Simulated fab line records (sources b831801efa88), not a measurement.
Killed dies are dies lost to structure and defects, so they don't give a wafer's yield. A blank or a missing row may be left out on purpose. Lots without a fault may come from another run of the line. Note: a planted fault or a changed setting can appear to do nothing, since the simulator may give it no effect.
fab line records :: flow sky130
[record]
  lots = 5
  wafers = 15
  last-day = 50
route steps=708 shown LDD_P@259 LDD_HVN@267 PAD_OPEN@708
lots that met no fault: from a run of the same line without faults
start-h: hours from the record's opening day to when the first of the lot's shown wafers began :: wait-h: hours since the lot's step before :: " identical to the entry in the row above :: L1.1+2: one row covering several wafers at once :: - value missing, or start not given :: * or withheld: withheld :: < > ~ a bound
route shown NAME@n: names a module that has steps shown in the file, with the first one's number in the route :: usual: mean and standard deviation over wafers with no fault :: same: alike in all rows :: chamber/n: place in a boat :: sites: readings site by site :: _std_site: the standard deviation of these :: _edge_site: the outer-site mean with the inner-site mean subtracted :: radius-mm: for every site, how far away it sits from the centre of the wafer :: mask NAME#n: copy n :: behind: tool/chamber where the wafer was last shaped :: hold: what put the lot on hold/how long, in hours/how the hold closed :: device: whichever transistor did not switch (one of n, p or np) :: end of line: at the end of the route, the tests of the same wafers :: for a step that has no rows: nothing shown but its recipe :: killed: count of dies lost to structure and defects at first sort (not the wafer's yield) :: map: dies across one wafer; x = killed, . = not, _ = none there
set.NAME: setting as actually run; set.NAME@STEP: the setting as run at that earlier step :: model.NAME: the simulator's own value behind a step, which no gauge read
lots at selected steps of the route; one table per step, one row per wafer
services: when a tool's chamber went out of use (start-h, in hours from the record's first day, below 0 if earlier), for how many hours, and the reason
[[steps]]
[step SKY_LDD_P_EXPOSE_04]
[recipe]
  mask-id = PSDM
  na = 0.6
  source-shape = conventional
  sigma-outer = 0.6
  polarization = unpolarized
  target-cd-nm = 380
  dose-mj = 138
[step SKY_LDD_P_PEB_05]
[recipe]
  temp-c = withheld
  time-s = *
  resist = NOVOLAK
[step SKY_LDD_P_DEVELOP_06]
[recipe]
  resist = NOVOLAK
  developer = TMAH
  develop-time-s = 60
  dev-temp-c = 23
[step SKY_LDD_P_CD_MEAS_07]
[recipe]
  target-cd-nm = 380
[usual]
  cd-nm = 379.5/2.5
lot.wafer: L311.2
tool: cd-sem-01
chamber: -
start-h: 456.39
wait-h: 0.1
cd-nm: 376.3

lot.wafer: L311.4
tool: cd-sem-01
chamber: -
start-h: 456.39
wait-h: 0.1
cd-nm: 376.1

lot.wafer: L311.5
tool: cd-sem-01
chamber: -
start-h: 456.39
wait-h: 0.1
cd-nm: 376.0

lot.wafer: L319.1
tool: cd-sem-02
chamber: -
start-h: 543.65
wait-h: 0.1
cd-nm: 378.2

lot.wafer: L319.3
tool: cd-sem-02
chamber: -
start-h: 543.65
wait-h: 0.1
cd-nm: 381.5

lot.wafer: L319.5
tool: cd-sem-02
chamber: -
start-h: 543.65
wait-h: 0.1
cd-nm: 381.5

lot.wafer: L329.3
tool: cd-sem-01
chamber: -
start-h: 613.66
wait-h: 0.1
cd-nm: 379.5

lot.wafer: L329.4
tool: cd-sem-01
chamber: -
start-h: 613.66
wait-h: 0.1
cd-nm: 379.5

lot.wafer: L329.6
tool: cd-sem-01
chamber: -
start-h: 613.66
wait-h: 0.1
cd-nm: 380.1

lot.wafer: L328.1
tool: cd-sem-02
chamber: -
start-h: 614.30
wait-h: 0.1
cd-nm: 375.5

lot.wafer: L328.2
tool: cd-sem-02
chamber: -
start-h: 614.30
wait-h: 0.1
cd-nm: 378.1

lot.wafer: L328.6
tool: cd-sem-02
chamber: -
start-h: 614.30
wait-h: 0.1
cd-nm: 380.1

lot.wafer: L331.2
tool: cd-sem-02
chamber: -
start-h: 627.23
wait-h: 0.1
cd-nm: 381.7

lot.wafer: L331.5
tool: cd-sem-02
chamber: -
start-h: 627.23
wait-h: 0.1
cd-nm: 379.6

lot.wafer: L331.6
tool: cd-sem-02
chamber: -
start-h: 627.23
wait-h: 0.1
cd-nm: 382.7
[step SKY_LDD_P_OVL_MEAS_08]
[usual]
  LDD_P_OVL = 0.1/1.2
lot.wafer: L311.2
tool: overlay-02
chamber: -
start-h: 456.49
wait-h: 0.1
LDD_P_OVL[nm]: 1.0

lot.wafer: L311.4
tool: overlay-02
chamber: -
start-h: 456.49
wait-h: 0.1
LDD_P_OVL[nm]: 1.5

lot.wafer: L311.5
tool: overlay-02
chamber: -
start-h: 456.49
wait-h: 0.1
LDD_P_OVL[nm]: 1.2

lot.wafer: L319.1
tool: overlay-01
chamber: -
start-h: 543.77
wait-h: 0.1
LDD_P_OVL[nm]: -0.3

lot.wafer: L319.3
tool: overlay-01
chamber: -
start-h: 543.77
wait-h: 0.1
LDD_P_OVL[nm]: 1.5

lot.wafer: L319.5
tool: overlay-01
chamber: -
start-h: 543.77
wait-h: 0.1
LDD_P_OVL[nm]: 1.4

lot.wafer: L329.3
tool: overlay-02
chamber: -
start-h: 613.75
wait-h: 0.1
LDD_P_OVL[nm]: 1.2

lot.wafer: L329.4
tool: overlay-02
chamber: -
start-h: 613.75
wait-h: 0.1
LDD_P_OVL[nm]: 3.0

lot.wafer: L329.6
tool: overlay-02
chamber: -
start-h: 613.75
wait-h: 0.1
LDD_P_OVL[nm]: 0.7

lot.wafer: L328.1
tool: overlay-02
chamber: -
start-h: 614.42
wait-h: 0.1
LDD_P_OVL[nm]: 1.3

lot.wafer: L328.2
tool: overlay-02
chamber: -
start-h: 614.42
wait-h: 0.1
LDD_P_OVL[nm]: 0.1

lot.wafer: L328.6
tool: overlay-02
chamber: -
start-h: 614.42
wait-h: 0.1
LDD_P_OVL[nm]: 1.9

lot.wafer: L331.2
tool: overlay-02
chamber: -
start-h: 627.33
wait-h: 0.1
LDD_P_OVL[nm]: -1.8

lot.wafer: L331.5
tool: overlay-02
chamber: -
start-h: 627.33
wait-h: 0.1
LDD_P_OVL[nm]: -0.7

lot.wafer: L331.6
tool: overlay-02
chamber: -
start-h: 627.33
wait-h: 0.1
LDD_P_OVL[nm]: 0.4
[step SKY_LDD_P_IMPLANT_09]
[recipe]
  species = BF2
  energy-kev = 25
  dose-cm2 = 1e+13
  tilt-deg = withheld
[step SKY_LDD_P_STRIP_10]
[recipe]
  chemistry = O2/N2
  power-w = 1400
  pressure-mtorr = 1500
  platen-temp-c = withheld
  o2-flow-sccm = 3000
  n2-flow-sccm = 300
  overash-fraction = 0.5
[usual]
  drypump-motor-current-A = 5.4/0.39
  oes-product-au = 0.715/0.0041
  strip-time-to-endpoint-s = 14.20/0.037
lot.wafer: L311.2
tool: plasma-asher-04
chamber: 1
start-h: 456.73
wait-h: 0.1
drypump-motor-current-A: 5.0
oes-product-au: 0.719
rf-hours-counter-h: 79
strip-time-to-endpoint-s: 14.23

lot.wafer: L311.4
tool: plasma-asher-04
chamber: 0
start-h: 456.73
wait-h: 0.1
drypump-motor-current-A: 6.3
oes-product-au: 0.710
rf-hours-counter-h: -
strip-time-to-endpoint-s: 14.21

lot.wafer: L311.5
tool: plasma-asher-04
chamber: 0
start-h: 456.73
wait-h: 0.1
drypump-motor-current-A: 6.3
oes-product-au: 0.714
rf-hours-counter-h: -
strip-time-to-endpoint-s: 14.23

lot.wafer: L319.1
tool: plasma-asher-01
chamber: 0
start-h: 543.95
wait-h: 0.1
drypump-motor-current-A: 5.4
oes-product-au: 0.712
rf-hours-counter-h: 42
strip-time-to-endpoint-s: 14.21

lot.wafer: L319.3
tool: plasma-asher-01
chamber: 1
start-h: 543.95
wait-h: 0.1
drypump-motor-current-A: 5.7
oes-product-au: 0.716
rf-hours-counter-h: -
strip-time-to-endpoint-s: 14.24

lot.wafer: L319.5
tool: plasma-asher-01
chamber: 1
start-h: 543.95
wait-h: 0.1
drypump-motor-current-A: 5.7
oes-product-au: 0.716
rf-hours-counter-h: -
strip-time-to-endpoint-s: 14.24

lot.wafer: L329.3
tool: plasma-asher-03
chamber: 0
start-h: 613.95
wait-h: 0.1
drypump-motor-current-A: 5.0
oes-product-au: 0.718
rf-hours-counter-h: -
strip-time-to-endpoint-s: 14.22

lot.wafer: L329.4
tool: plasma-asher-03
chamber: 1
start-h: 613.95
wait-h: 0.1
drypump-motor-current-A: 5.4
oes-product-au: 0.716
rf-hours-counter-h: -
strip-time-to-endpoint-s: 14.23

lot.wafer: L329.6
tool: plasma-asher-03
chamber: 1
start-h: 613.95
wait-h: 0.1
drypump-motor-current-A: 5.4
oes-product-au: 0.717
rf-hours-counter-h: -
strip-time-to-endpoint-s: 14.20

lot.wafer: L328.1
tool: plasma-asher-04
chamber: 1
start-h: 614.60
wait-h: 0.1
drypump-motor-current-A: 5.0
oes-product-au: 0.719
rf-hours-counter-h: 95
strip-time-to-endpoint-s: 14.22

lot.wafer: L328.2
tool: plasma-asher-04
chamber: 0
start-h: 614.60
wait-h: 0.1
drypump-motor-current-A: 6.3
oes-product-au: 0.711
rf-hours-counter-h: 95
strip-time-to-endpoint-s: 14.19

lot.wafer: L328.6
tool: plasma-asher-04
chamber: 1
start-h: 614.60
wait-h: 0.1
drypump-motor-current-A: 5.0
oes-product-au: 0.719
rf-hours-counter-h: -
strip-time-to-endpoint-s: 14.25

lot.wafer: L331.2
tool: plasma-asher-03
chamber: 1
start-h: 627.51
wait-h: 0.1
drypump-motor-current-A: 5.4
oes-product-au: 0.713
rf-hours-counter-h: 78
strip-time-to-endpoint-s: 14.18

lot.wafer: L331.5
tool: plasma-asher-03
chamber: 1
start-h: 627.51
wait-h: 0.1
drypump-motor-current-A: 5.4
oes-product-au: 0.718
rf-hours-counter-h: -
strip-time-to-endpoint-s: 14.18

lot.wafer: L331.6
tool: plasma-asher-03
chamber: 0
start-h: 627.51
wait-h: 0.1
drypump-motor-current-A: 5.0
oes-product-au: 0.711
rf-hours-counter-h: -
strip-time-to-endpoint-s: 14.22
[step SKY_LDD_P_TW_MEAS_11]
[usual]
  LDD_P_TW = 634/5
lot.wafer: L311.2
tool: film-metro-04
chamber: -
start-h: 456.84
wait-h: 0.1
LDD_P_TW: 636

lot.wafer: L311.4
tool: film-metro-04
chamber: -
start-h: 456.84
wait-h: 0.1
LDD_P_TW: 634

lot.wafer: L311.5
tool: film-metro-04
chamber: -
start-h: 456.84
wait-h: 0.1
LDD_P_TW: 638

lot.wafer: L319.1
tool: film-metro-04
chamber: -
start-h: 544.05
wait-h: 0.1
LDD_P_TW: 627

lot.wafer: L319.3
tool: film-metro-04
chamber: -
start-h: 544.05
wait-h: 0.1
LDD_P_TW: 633

lot.wafer: L319.5
tool: film-metro-04
chamber: -
start-h: 544.05
wait-h: 0.1
LDD_P_TW: 628

lot.wafer: L329.3
tool: film-metro-01
chamber: -
start-h: 614.04
wait-h: 0.1
LDD_P_TW: 631

lot.wafer: L329.4
tool: film-metro-01
chamber: -
start-h: 614.04
wait-h: 0.1
LDD_P_TW: 631

lot.wafer: L329.6
tool: film-metro-01
chamber: -
start-h: 614.04
wait-h: 0.1
LDD_P_TW: 635

lot.wafer: L328.1
tool: film-metro-02
chamber: -
start-h: 614.70
wait-h: 0.1
LDD_P_TW: 628

lot.wafer: L328.2
tool: film-metro-02
chamber: -
start-h: 614.70
wait-h: 0.1
LDD_P_TW: 627

lot.wafer: L328.6
tool: film-metro-02
chamber: -
start-h: 614.70
wait-h: 0.1
LDD_P_TW: 623

lot.wafer: L331.2
tool: film-metro-02
chamber: -
start-h: 627.62
wait-h: 0.1
LDD_P_TW: 631

lot.wafer: L331.5
tool: film-metro-02
chamber: -
start-h: 627.62
wait-h: 0.1
LDD_P_TW: 633

lot.wafer: L331.6
tool: film-metro-02
chamber: -
start-h: 627.62
wait-h: 0.1
LDD_P_TW: 637
[step SKY_LDD_HVN_DEHYDRATE_00]
[recipe]
  temp-c = 200
  time-s = 60
[step SKY_LDD_HVN_HMDS_01]
[recipe]
  prime-time-s = 60
  prime-temp-c = 120
[step SKY_LDD_HVN_COAT_02]
[recipe]
  resist = NOVOLAK
  spin-rpm = 3000
  resist-thk-nm = 300
[step SKY_LDD_HVN_SOFTBAKE_03]
[recipe]
  temp-c = 90
  time-s = 60
  resist = NOVOLAK
[step SKY_LDD_HVN_EXPOSE_04]
[recipe]
  mask-id = HVNTM
  na = 0.6
  source-shape = conventional
  sigma-outer = 0.6
  polarization = unpolarized
  target-cd-nm = 700
  dose-mj = 127
[usual]
  exposure-dose-mJ-cm2 = 126.97/0.12
  focus-offset-nm = -0.2/0.52
lot.wafer: L311.2
tool: iline-stepper-02
chamber: 0
start-h: 472.84
wait-h: -
mask: HVNTM#0
exposure-dose-mJ-cm2: 126.87
focus-offset-nm: -0.9

lot.wafer: L311.4
tool: iline-stepper-02
chamber: 0
start-h: 472.84
wait-h: -
mask: HVNTM#0
exposure-dose-mJ-cm2: 126.88
focus-offset-nm: 0.0

lot.wafer: L311.5
tool: iline-stepper-02
chamber: 0
start-h: 472.84
wait-h: -
mask: HVNTM#0
exposure-dose-mJ-cm2: 126.86
focus-offset-nm: 0.5

lot.wafer: L319.1
tool: iline-stepper-01
chamber: 0
start-h: 559.44
wait-h: -
mask: HVNTM_R1#0
exposure-dose-mJ-cm2: 126.74
focus-offset-nm: -0.8

lot.wafer: L319.3
tool: iline-stepper-01
chamber: 0
start-h: 559.44
wait-h: -
mask: HVNTM_R1#0
exposure-dose-mJ-cm2: 127.08
focus-offset-nm: 0.9

lot.wafer: L319.5
tool: iline-stepper-01
chamber: 0
start-h: 559.44
wait-h: -
mask: HVNTM_R1#0
exposure-dose-mJ-cm2: 126.83
focus-offset-nm: -0.7

lot.wafer: L329.3
tool: iline-stepper-01
chamber: 0
start-h: 628.56
wait-h: -
mask: HVNTM#0
exposure-dose-mJ-cm2: 126.89
focus-offset-nm: 0.0

lot.wafer: L329.4
tool: iline-stepper-01
chamber: 0
start-h: 628.56
wait-h: -
mask: HVNTM#0
exposure-dose-mJ-cm2: 127.15
focus-offset-nm: 0.5

lot.wafer: L329.6
tool: iline-stepper-01
chamber: 0
start-h: 628.56
wait-h: -
mask: HVNTM#0
exposure-dose-mJ-cm2: 126.90
focus-offset-nm: 0.5

lot.wafer: L328.1
tool: iline-stepper-02
chamber: 0
start-h: 629.12
wait-h: -
mask: HVNTM#0
exposure-dose-mJ-cm2: 126.94
focus-offset-nm: 0.5

lot.wafer: L328.2
tool: iline-stepper-02
chamber: 0
start-h: 629.12
wait-h: -
mask: HVNTM#0
exposure-dose-mJ-cm2: 127.04
focus-offset-nm: -0.5

lot.wafer: L328.6
tool: iline-stepper-02
chamber: 0
start-h: 629.12
wait-h: -
mask: HVNTM#0
exposure-dose-mJ-cm2: 127.00
focus-offset-nm: 0.0

lot.wafer: L331.2
tool: iline-stepper-02
chamber: 0
start-h: 642.27
wait-h: -
mask: HVNTM#0
exposure-dose-mJ-cm2: 126.78
focus-offset-nm: 0.2

lot.wafer: L331.5
tool: iline-stepper-02
chamber: 0
start-h: 642.27
wait-h: -
mask: HVNTM#0
exposure-dose-mJ-cm2: 126.81
focus-offset-nm: 0.1

lot.wafer: L331.6
tool: iline-stepper-02
chamber: 0
start-h: 642.27
wait-h: -
mask: HVNTM#0
exposure-dose-mJ-cm2: 126.92
focus-offset-nm: -1.0
[step SKY_LDD_HVN_PEB_05]
[recipe]
  temp-c = withheld
  time-s = *
  resist = NOVOLAK
[step SKY_PAD_OPEN_PROBE_99]
[usual]
  killed_at_M0_to_M3 = 44/6.4
  killed_at_M4_up = 3.6/2.1
  killed-at-contacts = 23/5.1
  killed-at-front-end = 15/4.3
  killed-at-other = 0.3/0.56
  killed-dies = 86/9
  killed-open = 47/6.4
  killed-short = 39/5.8
[same]
  gross-dies = 492
  killed-at-back-side = 0
lot.wafer: L311.2
tool: prober-02
chamber: -
start-h: 1086.80
wait-h: 0.1
killed_at_M0_to_M3: 46
killed_at_M4_up: 1
killed-at-contacts: 17
killed-at-front-end: 15
killed-at-other: 1
killed-dies: 80
killed-open: 39
killed-short: 41

lot.wafer: L311.4
tool: prober-02
chamber: -
start-h: 1086.90
wait-h: 0.2
killed_at_M0_to_M3: 46
killed_at_M4_up: 2
killed-at-contacts: 19
killed-at-front-end: 12
killed-at-other: 0
killed-dies: 79
killed-open: 41
killed-short: 38

lot.wafer: L311.5
tool: prober-02
chamber: -
start-h: 1086.95
wait-h: 0.2
killed_at_M0_to_M3: 48
killed_at_M4_up: 2
killed-at-contacts: 20
killed-at-front-end: 14
killed-at-other: 0
killed-dies: 84
killed-open: 39
killed-short: 45

lot.wafer: L319.1
tool: prober-01
chamber: -
start-h: 1138.57
wait-h: 0.1
killed_at_M0_to_M3: 53
killed_at_M4_up: 3
killed-at-contacts: 19
killed-at-front-end: 22
killed-at-other: 0
killed-dies: 97
killed-open: 52
killed-short: 45

lot.wafer: L319.3
tool: prober-01
chamber: -
start-h: 1138.67
wait-h: 0.2
killed_at_M0_to_M3: 50
killed_at_M4_up: 6
killed-at-contacts: 20
killed-at-front-end: 17
killed-at-other: 0
killed-dies: 93
killed-open: 50
killed-short: 43

lot.wafer: L319.5
tool: prober-01
chamber: -
start-h: 1138.77
wait-h: 0.2
killed_at_M0_to_M3: 50
killed_at_M4_up: 4
killed-at-contacts: 20
killed-at-front-end: 9
killed-at-other: 0
killed-dies: 83
killed-open: 48
killed-short: 35

lot.wafer: L329.3
tool: prober-02
chamber: -
start-h: 1187.25
wait-h: 0.2
killed_at_M0_to_M3: 49
killed_at_M4_up: 3
killed-at-contacts: 22
killed-at-front-end: 17
killed-at-other: 0
killed-dies: 91
killed-open: 45
killed-short: 46

lot.wafer: L329.4
tool: prober-02
chamber: -
start-h: 1187.30
wait-h: 0.2
killed_at_M0_to_M3: 41
killed_at_M4_up: 6
killed-at-contacts: 27
killed-at-front-end: 15
killed-at-other: 0
killed-dies: 89
killed-open: 39
killed-short: 50

lot.wafer: L329.6
tool: prober-02
chamber: -
start-h: 1187.40
wait-h: 0.2
killed_at_M0_to_M3: 51
killed_at_M4_up: 3
killed-at-contacts: 26
killed-at-front-end: 17
killed-at-other: 0
killed-dies: 97
killed-open: 59
killed-short: 37

lot.wafer: L328.1
tool: prober-01
chamber: -
start-h: 1190.33
wait-h: 0.1
killed_at_M0_to_M3: 34
killed_at_M4_up: 6
killed-at-contacts: 22
killed-at-front-end: 24
killed-at-other: 0
killed-dies: 86
killed-open: 46
killed-short: 40

lot.wafer: L328.2
tool: prober-01
chamber: -
start-h: 1190.38
wait-h: 0.1
killed_at_M0_to_M3: 49
killed_at_M4_up: 3
killed-at-contacts: 22
killed-at-front-end: 17
killed-at-other: 0
killed-dies: 91
killed-open: 48
killed-short: 43

lot.wafer: L328.6
tool: prober-01
chamber: -
start-h: 1190.58
wait-h: 0.2
killed_at_M0_to_M3: 47
killed_at_M4_up: 6
killed-at-contacts: 29
killed-at-front-end: 19
killed-at-other: 0
killed-dies: 101
killed-open: 56
killed-short: 45

lot.wafer: L331.2
tool: prober-02
chamber: -
start-h: 1194.08
wait-h: 0.1
killed_at_M0_to_M3: 40
killed_at_M4_up: 1
killed-at-contacts: 23
killed-at-front-end: 24
killed-at-other: 0
killed-dies: 88
killed-open: 43
killed-short: 45

lot.wafer: L331.5
tool: prober-02
chamber: -
start-h: 1194.23
wait-h: 0.2
killed_at_M0_to_M3: 38
killed_at_M4_up: 5
killed-at-contacts: 17
killed-at-front-end: 19
killed-at-other: 0
killed-dies: 79
killed-open: 41
killed-short: 38

lot.wafer: L331.6
tool: prober-02
chamber: -
start-h: 1194.28
wait-h: 0.2
killed_at_M0_to_M3: 44
killed_at_M4_up: 1
killed-at-contacts: 22
killed-at-front-end: 22
killed-at-other: 0
killed-dies: 89
killed-open: 51
killed-short: 37
// killed by level:class
L311.2 VIA1:geometric-particle:open=9 METAL2:geometric-particle:short=9 METAL1:geometric-particle:short=8 LI_CONTACT:geometric-particle:open=6 FIELD_ISO:geometric-particle:open=5 VIA2:geometric-particle:open=5 LOCAL_INTERCONNECT:geometric-particle:short=4 METAL2:geometric-particle:open=4
L311.4 VIA3:geometric-particle:open=9 VIA3:geometric-particle:short=7 LI_CONTACT:geometric-particle:open=6 CONTACT:geometric-particle:open=6 METAL2:geometric-particle:short=6 VIA2:geometric-particle:open=6 VIA1:geometric-particle:short=5 VIA1:geometric-particle:open=5
L311.5 VIA1:geometric-particle:open=9 VIA3:geometric-particle:open=7 LI_CONTACT:geometric-particle:open=6 LOCAL_INTERCONNECT:geometric-particle:short=6 METAL2:geometric-particle:short=6 CONTACT:geometric-particle:open=5 METAL1:geometric-particle:short=5 VIA2:geometric-particle:open=5
L319.1 VIA1:geometric-particle:open=15 METAL1:geometric-particle:short=8 POLY_GATE:geometric-particle:open=6 CONTACT:geometric-particle:open=6 VIA3:geometric-particle:open=6 POLY_GATE:geometric-particle:short=5 METAL2:geometric-particle:short=5 VIA2:geometric-particle:open=5
L319.3 CONTACT:geometric-particle:open=11 VIA1:geometric-particle:open=8 METAL1:geometric-particle:short=8 VIA3:geometric-particle:open=8 METAL2:geometric-particle:short=7 VIA2:geometric-particle:open=6 FIELD_ISO:geometric-particle:open=4 FIELD_ISO:geometric-particle:short=4
L319.5 VIA1:geometric-particle:open=12 CONTACT:geometric-particle:open=11 VIA1:geometric-particle:short=6 VIA3:geometric-particle:open=6 POLY_GATE:geometric-particle:short=5 METAL1:geometric-particle:short=5 METAL2:geometric-particle:short=5 VIA2:geometric-particle:open=5
L329.3 VIA3:geometric-particle:open=11 CONTACT:geometric-particle:open=8 VIA1:geometric-particle:open=7 CONTACT:geometric-particle:short=7 POLY_GATE:geometric-particle:open=6 VIA3:geometric-particle:short=6 METAL1:geometric-particle:short=5 VIA2:geometric-particle:open=5
L329.4 VIA1:geometric-particle:open=8 CONTACT:geometric-particle:open=8 FIELD_ISO:geometric-particle:short=7 LI_CONTACT:geometric-particle:open=7 VIA3:geometric-particle:short=7 METAL1:geometric-particle:short=6 VIA3:geometric-particle:open=6 METAL4:geometric-particle:short=6
L329.6 CONTACT:geometric-particle:open=13 VIA1:geometric-particle:open=11 METAL1:geometric-particle:short=9 VIA3:geometric-particle:open=9 FIELD_ISO:geometric-particle:open=6 METAL2:geometric-particle:short=6 VIA2:geometric-particle:open=6 POLY_GATE:geometric-particle:open=4
L328.1 POLY_GATE:geometric-particle:open=9 CONTACT:geometric-particle:open=7 VIA1:geometric-particle:short=7 FIELD_ISO:geometric-particle:open=6 VIA2:geometric-particle:open=6 LOCAL_INTERCONNECT:geometric-particle:short=5 METAL1:geometric-particle:short=5 VIA1:geometric-particle:open=5
L328.2 VIA1:geometric-particle:open=12 METAL2:geometric-particle:short=10 METAL1:geometric-particle:short=8 LI_CONTACT:geometric-particle:open=6 LOCAL_INTERCONNECT:geometric-particle:short=5 CONTACT:geometric-particle:open=5 VIA2:geometric-particle:open=5 POLY_GATE:geometric-particle:open=4
L328.6 LI_CONTACT:geometric-particle:open=11 VIA3:geometric-particle:open=9 VIA1:geometric-particle:open=8 FIELD_ISO:geometric-particle:open=6 LI_CONTACT:geometric-particle:short=6 METAL4:geometric-particle:short=6 CONTACT:geometric-particle:open=6 VIA1:geometric-particle:short=6
L331.2 VIA3:geometric-particle:open=7 CONTACT:geometric-particle:open=7 VIA1:geometric-particle:open=7 FIELD_ISO:geometric-particle:short=6 LOCAL_INTERCONNECT:geometric-particle:short=6 VIA1:geometric-particle:short=6 METAL2:geometric-particle:short=6 FIELD_ISO:geometric-particle:open=5
L331.5 VIA1:geometric-particle:open=9 FIELD_ISO:geometric-particle:short=7 VIA3:geometric-particle:open=7 CONTACT:geometric-particle:open=6 METAL2:geometric-particle:short=6 LI_CONTACT:geometric-particle:open=5 CONTACT:geometric-particle:short=4 METAL1:geometric-particle:short=4
L331.6 CONTACT:geometric-particle:open=11 VIA1:geometric-particle:open=9 FIELD_ISO:geometric-particle:open=6 FIELD_ISO:geometric-particle:short=5 CONTACT:geometric-particle:short=5 VIA1:geometric-particle:short=5 VIA2:geometric-particle:open=5 METAL2:geometric-particle:short=5
[[services]]
tool: iline-stepper-02
chamber: -
start-h: 464.12
hours: 2.1
kind: pm

tool: iline-stepper-02
chamber: -
start-h: 466.20
hours: -
kind: consumable-replace:lamp

tool: plasma-asher-03
chamber: -
start-h: 487.27
hours: 28.1
kind: pm

tool: iline-stepper-02
chamber: -
start-h: 540.85
hours: 4.4
kind: pm

tool: iline-stepper-01
chamber: -
start-h: 554.21
hours: 1.7
kind: pm

tool: iline-stepper-02
chamber: 0
start-h: 580.23
hours: -
kind: calibration

tool: plasma-asher-01
chamber: -
start-h: 604.29
hours: 109.0
kind: repair

tool: iline-stepper-02
chamber: -
start-h: 607.34
hours: 1.7
kind: pm

tool: iline-stepper-01
chamber: 0
start-h: 608.65
hours: -
kind: calibration
[[key]]
[first-sign]
  step = SKY_LDD_HVN_EXPOSE_04
  reading = mask
  direction = changed
effect none on later readings
met-at SKY_LDD_HVN_EXPOSE_04
struck-wafers L319.1,L319.3,L319.5
tester-left-out L319
[fault]
  kind = wrong-mask
  tool = any
  chamber = -
  onset-h = 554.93
  steps = SKY_LDD_HVN_EXPOSE_04
  aux-copy = HVNTM_R1#0
  cd-offset-nm = 49
  scope = struck-lots-only
// tester-left-out: of these lots the tester's yield and bins aren't shown, on N5 and GAA mostly nor the transistor test; their killed dies are dies lost to structure and defects alone, not to doping, threshold or leakage, so they don't give the yield
